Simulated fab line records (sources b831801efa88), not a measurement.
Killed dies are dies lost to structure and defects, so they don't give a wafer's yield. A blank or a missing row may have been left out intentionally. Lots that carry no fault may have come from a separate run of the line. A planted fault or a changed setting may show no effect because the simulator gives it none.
fab line records	flow sky130
record lots=6	wafers=18	last-day=50
route steps=708 shown GATE_OXIDE@191 POLY_GATE@204 PAD_OPEN@708
lots with no fault: from the same line, run without faults
start-h: hours from the record's opening day to when the first of the lot's shown wafers began	wait-h: how many hours have passed since the lot's step before this one	" the same as in the row above	L1.1+2: one row covering several wafers at once	- value missing, or start not given	* or withheld: withheld	< > ~ a bound
route shown NAME@n: NAME is a module with steps in the file, n the number in the route of the first one	usual: mean/standard deviation of fault-free wafers	same: alike in all rows	chamber/n: place in a boat	sites: readings site by site	_std_site: how widely they spread, as a standard deviation	_edge_site: inner sites' mean taken away from outer sites' mean	radius-mm: how far each site lies from the wafer's centre	mask NAME#n: copy n	behind: the tool/chamber that last shaped the wafer	hold: the reason the lot was held/the length of the hold in hours/how it ended	device: which transistor (n, p or np) failed to switch	end of line: the tests these same wafers got at the end of their route	for a step that has no rows: nothing shown but its recipe	killed: dies lost to structure and defects at the first sort, not the wafer's yield	map: per-die view of a wafer (x killed, . not killed, _ where there is no die)
set.NAME: setting as actually run; set.NAME@STEP: the setting as run at that earlier step	model.NAME: the simulator's own value behind a step, which no gauge read
certain route steps with their lots: each step a table, each wafer a row
services: a tool's chamber out of use, with start hour (start-h, from the record's first day; less than 0 if before it), hours out, and reason
## steps
# step SKY_GATE_OXIDE_HMDS_04
# recipe prime-time-s=60	prime-temp-c=120
# step SKY_GATE_OXIDE_COAT_05
# recipe resist=NOVOLAK	spin-rpm=3000	resist-thk-nm=1140
# step SKY_GATE_OXIDE_SOFTBAKE_06
# recipe temp-c=90	time-s=60	resist=NOVOLAK
# step SKY_GATE_OXIDE_EXPOSE_07
# recipe mask-id=LVOM	na=0.6	source-shape=conventional	sigma-outer=0.6	polarization=unpolarized	target-cd-nm=600	dose-mj=170
# step SKY_GATE_OXIDE_PEB_08
# recipe temp-c=withheld	time-s=*	resist=NOVOLAK
# step SKY_GATE_OXIDE_DEVELOP_09
# recipe resist=NOVOLAK	developer=TMAH	develop-time-s=60	dev-temp-c=23
# step SKY_GATE_OXIDE_OVL_MEAS_10
# usual GATE_OXIDE_OVL=-1.3/1.2
lot.wafer	tool	chamber	start-h	wait-h	GATE_OXIDE_OVL[nm]
L934.1	overlay-02	-	359.35	0.1	-0.1
L934.3	"	-	"	"	0.0
L934.4	"	-	"	"	0.9
L935.1	overlay-01	-	369.21	0.1	-2.2
L935.3	"	-	"	"	-1.2
L935.5	"	-	"	"	-0.7
L938.1	overlay-01	-	391.41	0.1	0.5
L938.3	"	-	"	"	-2.0
L938.6	"	-	"	"	-1.3
L939.1	overlay-01	-	396.21	0.1	1.7
L939.2	"	-	"	"	-0.6
L939.6	"	-	"	"	-0.3
L949.1	overlay-02	-	500.11	0.1	-1.0
L949.3	"	-	"	"	-3.4
L949.4	"	-	"	"	-2.7
L951.1	overlay-02	-	504.30	0.1	-0.1
L951.4	"	-	"	"	-0.7
L951.6	"	-	"	"	-0.3
# step SKY_GATE_OXIDE_IMPLANT_11
# recipe species=B	energy-kev=10	dose-cm2=2.6e+12	tilt-deg=withheld
# step SKY_GATE_OXIDE_WET_ETCH_12
# recipe chemistry=dHF	target-depth-nm=16.8	dry=n2-spin	target=SiO2	dilution=100:1	temp-c=25	time-s=336
# step SKY_GATE_OXIDE_STRIP_13
# recipe chemistry=O2/N2	power-w=1400	pressure-mtorr=1500	platen-temp-c=withheld	o2-flow-sccm=3000	n2-flow-sccm=300	overash-fraction=0.5
# usual drypump-motor-current-A=5.7/0.6	oes-product-au=0.715/0.0047	strip-time-to-endpoint-s=14.19/0.033
lot.wafer	tool	chamber	start-h	wait-h	drypump-motor-current-A	oes-product-au	rf-hours-counter-h	strip-time-to-endpoint-s
L934.1	plasma-asher-01	1	359.64	0.0	4.9	0.720	68	14.25
L934.3	"	1	"	"	4.9	0.716	-	14.23
L934.4	"	0	"	"	5.7	0.721	-	14.21
L935.1	plasma-asher-04	0	369.52	0.0	6.6	0.710	55	14.22
L935.3	"	0	"	"	6.6	0.719	-	14.21
L935.5	"	1	"	"	5.4	0.712	-	14.21
L938.1	plasma-asher-04	1	391.70	0.0	5.4	0.714	57	14.20
L938.3	"	1	"	"	5.4	0.718	-	14.21
L938.6	"	1	"	"	5.4	0.712	-	14.22
L939.1	plasma-asher-01	1	396.51	0.0	5.0	0.706	72	14.20
L939.2	"	0	"	"	5.7	0.711	72	14.18
L939.6	"	1	"	"	5.0	0.712	-	14.13
L949.1	plasma-asher-03	0	500.41	0.0	6.1	0.708	36	14.23
L949.3	"	1	"	"	5.1	0.719	-	14.15
L949.4	"	0	"	"	6.1	0.710	-	14.20
L951.1	plasma-asher-04	1	504.59	0.0	5.3	0.715	68	14.23
L951.4	"	0	"	"	6.6	0.713	-	14.23
L951.6	"	1	"	"	5.4	0.715	-	14.19
# step SKY_GATE_OXIDE_TW_MEAS_14
# usual GATE_OXIDE_TW=223.5/2
lot.wafer	tool	chamber	start-h	wait-h	GATE_OXIDE_TW
L934.1	film-metro-02	-	359.74	0.1	222.3
L934.3	"	-	"	"	223.3
L934.4	"	-	"	"	223.2
L935.1	film-metro-03	-	369.62	0.1	224.9
L935.3	"	-	"	"	227.2
L935.5	"	-	"	"	226.6
L938.1	film-metro-03	-	391.80	0.1	225.7
L938.3	"	-	"	"	226.5
L938.6	"	-	"	"	225.1
L939.1	film-metro-03	-	396.61	0.1	224.3
L939.2	"	-	"	"	225.5
L939.6	"	-	"	"	224.7
L949.1	film-metro-03	-	500.51	0.1	226.3
L949.3	"	-	"	"	228.4
L949.4	"	-	"	"	225.0
L951.1	film-metro-03	-	504.69	0.1	224.8
L951.4	"	-	"	"	224.9
L951.6	"	-	"	"	225.6
# step SKY_GATE_OXIDE_CLEAN_15
# recipe chemistry=SC1/SC2	mix=1:4:20	temp-c=70	time-s=150	dry=n2-spin
# step SKY_GATE_OXIDE_OXIDATION_16
# recipe temp-c=800	ambient=O2	idle-temp-c=700	ramp-up-c-per-min=10	ramp-down-c-per-min=3	stabilise-s=600	purge-s=300	target-thk-a=35.7	ox-time-s=1915
# usual spike-tc-lower-C=800.0/1.2	spike-tc-top-C=815.6/1.6	tube-center-temp-C=799.99/0.069	zone-power-lower-pct=14.0/0.54	zone-power-top-pct=29.6/0.97
# same stabilise-s=600
lot.wafer	tool	chamber	start-h	wait-h	spike-tc-lower-C	spike-tc-top-C	tube-center-temp-C	zone-power-lower-pct	zone-power-top-pct	model.SiO2_of_GATE_OXIDE_OXIDATION_01.thk-nm
L934.1	furnace-02	0	360.96	1.1	799.4	814.0	800.16	14.3	29.1	11.55
L934.3	"	0	"	"	801.5	813.3	800.02	14.4	29.0	11.55
L934.4	"	0	"	"	799.9	815.1	799.97	14.2	28.9	11.52
L935.1	furnace-02	0	369.74	0.0	799.7	815.4	799.88	14.8	29.1	11.53
L935.3	"	0	"	"	800.1	813.1	800.06	14.5	29.0	11.58
L935.5	"	0	"	"	801.7	814.3	799.92	14.8	28.8	11.72
L938.1	furnace-02	0	395.80	3.9	801.2	815.0	800	14.6	28.5	12.72
L938.3	"	0	"	"	800.0	816.1	800.06	14.5	29.0	12.77
L938.6	"	0	"	"	800.8	814.0	799.98	14.6	28.7	12.7
L939.1	furnace-02	0	399.90	3.2	800.3	814.7	799.98	14.3	28.6	12.49
L939.2	"	0	"	"	799.4	817.8	800	14.3	28.6	12.79
L939.6	"	0	"	"	801.0	815.9	800.08	14.6	28.6	12.65
L949.1	furnace-01	0	500.62	0.0	798.7	816.4	799.97	13.5	30.8	11.68
L949.3	"	0	"	"	799.3	816.4	800.01	13.3	30.0	11.64
L949.4	"	0	"	"	799.4	817.4	800	13.3	30.6	11.62
L951.1	furnace-01	0	505.50	0.7	800.0	817.7	800.09	13.7	30.8	11.53
L951.4	"	0	"	"	797.9	816.7	800.03	13.3	30.6	11.53
L951.6	"	0	"	"	797.7	817.1	800.12	13.2	30.6	11.45
# step SKY_POLY_GATE_CVD_00
# recipe material=poly-Si	target-thk-nm=180	temp-c=620	time-s=720	pressure-mtorr=200
# step SKY_PAD_OPEN_PROBE_99
lot.wafer	tool	chamber	start-h	wait-h	model.etest.nfet_16v.r-on-ohm-um	model.etest.pfet_16v.r-on-ohm-um	model.etest.pfet-g5v0d10v5.r-on-ohm-um	model.etest.pfet_01v8.r-on-ohm-um	model.etest.tip-sonos.rs-ohm-sq	model.etest.nfet-g5v0d10v5.r-on-ohm-um	model.etest.nfet_01v8.r-on-ohm-um	model.etest.nfet_01v8_lvt.drive-ua-um
L934.1	prober-02	-	1108.03	0.1	1.401e+04	1.517e+04	4854	3010	2665	1912	867.6	549.6
L934.3	prober-02	-	1108.13	0.2	1.396e+04	1.536e+04	4836	3002	2642	1934	869.6	557.2
L934.4	prober-02	-	1108.18	0.2	1.385e+04	1.541e+04	4816	2982	2649	1892	863	550.8
L935.1	prober-01	-	1115.00	0.1	1.414e+04	1.538e+04	4823	2998	2621	1901	831.8	580
L935.3	prober-01	-	1115.10	0.2	1.406e+04	1.605e+04	4756	2943	2657	1880	814.4	586.3
L935.5	prober-01	-	1115.20	0.2	1.405e+04	1.57e+04	4672	2898	2666	1868	805.5	584.7
L938.1	prober-02	-	1134.69	0.1	1.529e+04	1.575e+04	5347	3280	2911	2096	945.8	514.4
L938.3	prober-02	-	1134.79	0.2	1.525e+04	1.575e+04	5364	3315	2963	2122	947.1	510.3
L938.6	prober-02	-	1134.94	0.2	1.518e+04	1.578e+04	5338	3324	2901	2096	957.6	509
L939.1	prober-01	-	1137.35	0.1	1.52e+04	1.596e+04	5323	3299	2961	2090	963.8	500.8
L939.2	prober-01	-	1137.40	0.1	1.535e+04	1.595e+04	5323	3162	3045	2086	931.4	514.5
L939.6	prober-01	-	1137.60	0.2	1.519e+04	1.585e+04	5307	3302	2976	2096	968.4	497.8
L949.1	prober-02	-	1192.43	0.1	1.394e+04	1.533e+04	4787	2910	2613	1903	882.8	539.5
L949.3	prober-02	-	1192.53	0.2	1.405e+04	1.475e+04	4734	2848	2569	1888	852.6	560.8
L949.4	prober-02	-	1192.58	0.2	1.402e+04	1.508e+04	4785	2965	2586	1913	888.7	551.4
L951.1	prober-02	-	1197.90	0.1	1.44e+04	1.493e+04	4683	2847	2653	1876	807.5	587.5
L951.4	prober-02	-	1198.05	0.2	1.444e+04	1.46e+04	4783	2893	2662	1894	845.4	566.9
L951.6	prober-02	-	1198.15	0.2	1.432e+04	1.486e+04	4671	2876	2611	1869	805	589.5
# killed by level:class
L934.1 CONTACT:geometric-particle:open=12 VIA3:geometric-particle:open=9 VIA2:geometric-particle:open=7 VIA1:geometric-particle:open=7 LOCAL_INTERCONNECT:geometric-particle:short=4 METAL2:geometric-particle:short=4 FIELD_ISO:geometric-particle:short=3 FIELD_ISO:geometric-particle:open=3
L934.3 VIA1:geometric-particle:open=9 CONTACT:geometric-particle:short=8 VIA2:geometric-particle:open=8 CONTACT:geometric-particle:open=7 METAL2:geometric-particle:short=7 LI_CONTACT:geometric-particle:open=6 METAL1:geometric-particle:short=6 VIA3:geometric-particle:open=5
L934.4 CONTACT:geometric-particle:open=9 VIA1:geometric-particle:open=8 METAL2:geometric-particle:short=5 FIELD_ISO:geometric-particle:short=4 POLY_GATE:geometric-particle:short=4 VIA3:geometric-particle:open=4 POLY_GATE:geometric-particle:open=3 LOCAL_INTERCONNECT:geometric-particle:short=3
L935.1 VIA2:geometric-particle:open=13 CONTACT:geometric-particle:open=9 METAL2:geometric-particle:short=6 LI_CONTACT:geometric-particle:open=5 VIA1:geometric-particle:open=5 FIELD_ISO:geometric-particle:open=4 CONTACT:geometric-particle:short=4 METAL1:geometric-particle:short=4
L935.3 VIA1:geometric-particle:open=11 VIA2:geometric-particle:open=7 FIELD_ISO:geometric-particle:short=5 CONTACT:geometric-particle:open=5 CONTACT:geometric-particle:short=4 METAL1:geometric-particle:short=4 FIELD_ISO:geometric-particle:open=3 POLY_GATE:geometric-particle:open=3
L935.5 CONTACT:geometric-particle:open=12 METAL2:geometric-particle:short=8 VIA1:geometric-particle:open=8 CONTACT:geometric-particle:short=7 LI_CONTACT:geometric-particle:open=6 VIA3:geometric-particle:open=6 VIA1:geometric-particle:short=5 VIA2:geometric-particle:open=5
L938.1 METAL1:geometric-particle:short=9 LI_CONTACT:geometric-particle:open=8 VIA3:geometric-particle:open=7 CONTACT:geometric-particle:open=5 VIA1:geometric-particle:open=5 CONTACT:geometric-particle:short=4 METAL2:geometric-particle:short=4 VIA2:geometric-particle:short=4
L938.3 CONTACT:geometric-particle:open=9 VIA1:geometric-particle:open=9 LI_CONTACT:geometric-particle:open=8 POLY_GATE:geometric-particle:short=6 METAL1:geometric-particle:short=6 VIA2:geometric-particle:open=3 SPACER:geometric-particle:short=3 SPACER:geometric-particle:open=3
L938.6 CONTACT:geometric-particle:open=9 VIA1:geometric-particle:open=7 LOCAL_INTERCONNECT:geometric-particle:short=6 CONTACT:geometric-particle:short=6 METAL1:geometric-particle:open=6 FIELD_ISO:geometric-particle:open=5 LI_CONTACT:geometric-particle:open=5 METAL2:geometric-particle:short=5
L949.1 VIA3:geometric-particle:open=8 VIA1:geometric-particle:open=8 CONTACT:geometric-particle:open=7 METAL4:geometric-particle:short=5 VIA2:geometric-particle:short=5 FIELD_ISO:geometric-particle:open=4 LI_CONTACT:geometric-particle:open=4 FIELD_ISO:geometric-particle:short=3
L949.3 CONTACT:geometric-particle:open=8 FIELD_ISO:geometric-particle:short=7 FIELD_ISO:geometric-particle:open=6 LI_CONTACT:geometric-particle:open=6 VIA1:geometric-particle:open=6 CONTACT:geometric-particle:short=5 METAL2:geometric-particle:short=5 VIA1:geometric-particle:short=5
L949.4 VIA1:geometric-particle:open=16 VIA2:geometric-particle:open=8 LI_CONTACT:geometric-particle:open=7 CONTACT:geometric-particle:open=6 METAL1:geometric-particle:short=6 CONTACT:geometric-particle:short=5 POLY_GATE:geometric-particle:short=4 LI_CONTACT:geometric-particle:short=4
L951.1 VIA1:geometric-particle:open=16 LI_CONTACT:geometric-particle:open=12 CONTACT:geometric-particle:open=10 VIA2:geometric-particle:open=7 VIA1:geometric-particle:short=6 METAL1:geometric-particle:short=6 FIELD_ISO:geometric-particle:short=5 LOCAL_INTERCONNECT:geometric-particle:short=5
L951.4 METAL1:geometric-particle:short=12 CONTACT:geometric-particle:open=11 LI_CONTACT:geometric-particle:open=6 VIA2:geometric-particle:open=6 FIELD_ISO:geometric-particle:short=5 CONTACT:geometric-particle:short=5 VIA2:geometric-particle:short=5 FIELD_ISO:geometric-particle:open=4
L951.6 CONTACT:geometric-particle:open=7 POLY_GATE:geometric-particle:short=7 VIA1:geometric-particle:open=7 VIA2:geometric-particle:open=7 VIA3:geometric-particle:open=6 LI_CONTACT:geometric-particle:open=6 METAL2:geometric-particle:short=6 METAL1:geometric-particle:short=4
## services
tool	chamber	start-h	hours	kind
furnace-01	-	373.99	5.4	pm
furnace-01	-	388.64	3.1	pm
plasma-asher-01	-	402.99	1.4	repair
furnace-02	-	406.85	14.8	pm
plasma-asher-04	-	413.49	8.0	repair
plasma-asher-01	-	421.25	9.0	pm
plasma-asher-01	0	421.25	9.0	vent-cycle
plasma-asher-01	1	421.25	9.0	vent-cycle
plasma-asher-01	0	430.25	-	clean
plasma-asher-01	1	430.25	-	clean
furnace-02	-	461.38	13.9	pm
furnace-02	-	475.31	3.5	pm
## key
first-sign none at tools or gauges
model-effect step=SKY_GATE_OXIDE_OXIDATION_16	value=SiO2_of_GATE_OXIDE_OXIDATION_01.thk-nm	without=11.87	struck=12.69
model-effect step=SKY_PAD_OPEN_PROBE_99	value=etest.nfet_16v.r-on-ohm-um	without=1.445e+04	struck=1.524e+04
met-at SKY_GATE_OXIDE_OXIDATION_16
struck-wafers L938.1,L938.3,L938.6,L939.1,L939.2,L939.6
sort-left-out L939.1,L939.2,L939.6
tester-left-out L938,L939
onset-between 369.74 395.80
fault kind=process-parameter-drift	tool=furnace-02	chamber=-	onset-h=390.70	steps=SKY_GATE_OXIDE_OXIDATION_16	channel=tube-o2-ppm	offset=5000	shape=step	end-h=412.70
# tester-left-out: of these lots the tester's yield and bins aren't shown, on N5 and GAA mostly nor the transistor test; their killed dies are dies lost to structure and defects alone, not to doping, threshold or leakage, so they don't give the yield
# sort-left-out: the simulated sort isn't trusted on such a fault, so these wafers' sort isn't shown, and their yield isn't known
